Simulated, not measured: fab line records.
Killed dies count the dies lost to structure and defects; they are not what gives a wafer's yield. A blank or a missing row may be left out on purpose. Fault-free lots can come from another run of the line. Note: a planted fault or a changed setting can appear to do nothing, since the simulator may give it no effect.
Chamber matching    flow gf180mcu    GF_V5_CMP_26 on cmp-01: 4 sister chambers
The step polishes, stops on SiO2, t overpolish 15 s, target thk 0 nm. 8 wafers are shown with their chamber, then 10 later ones without.

EACH WAFER AND ITS CHAMBER
wafer   chamber  motor current A (A)  time to endpoint s (s)
L080.1  0        9.5                  85
L081.5  1        10.3                 86
L081.2  3        13.1                 88
L081.4  0        9.6                  84
L083.1  3        12.7                 84
L083.4  1        11.3                 81
L090.1  2        11.3                 78
L090.5  2        11.2                 76

WAFERS MISSING THEIR CHAMBER
wafer   motor current A (A)  time to endpoint s (s)
L090.6  10.4                 74
L091.2  12.9                 83
L091.4  10.9                 85
L091.5  13.2                 81
L094.3  12.9                 80
L094.4  10.0                 83
L094.5  10.9                 82
L096.3  11.4                 80
L096.5  12.9                 81
L096.6  9.7                  82

WHICH CHAMBER EACH ONE RAN IN
wafer   from the rows above      in truth
L090.6  can't be placed: 2 or 1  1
L091.2  3                        3
L091.4  1                        1
L091.5  3                        3
L094.3  can't be placed: 3 or 2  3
L094.4  can't be placed: 0 or 1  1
L094.5  can't be placed: 1 or 2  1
L096.3  can't be placed: 2 or 1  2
L096.5  3                        3
L096.6  can't be placed: 0 or 1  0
Placed correctly: 4 of 10. Can't be placed from these rows: 6 (the true chamber is among the candidates in 6). Placed wrongly: 0.
How it was worked out, from the rows above alone: a wafer's distance from a chamber is the root of the sum, over the readings, of the square of ((its reading less the chamber's mean) divided by the reading's scatter). The wafer belongs to the nearest chamber; if the next one is less than 2 further off, it can't be placed. A chamber's mean is the mean of its shown wafers. The scatter: take each reading less its chamber's mean, square it, sum over the shown wafers, divide by the number of wafers less the number of chambers, and take the root.
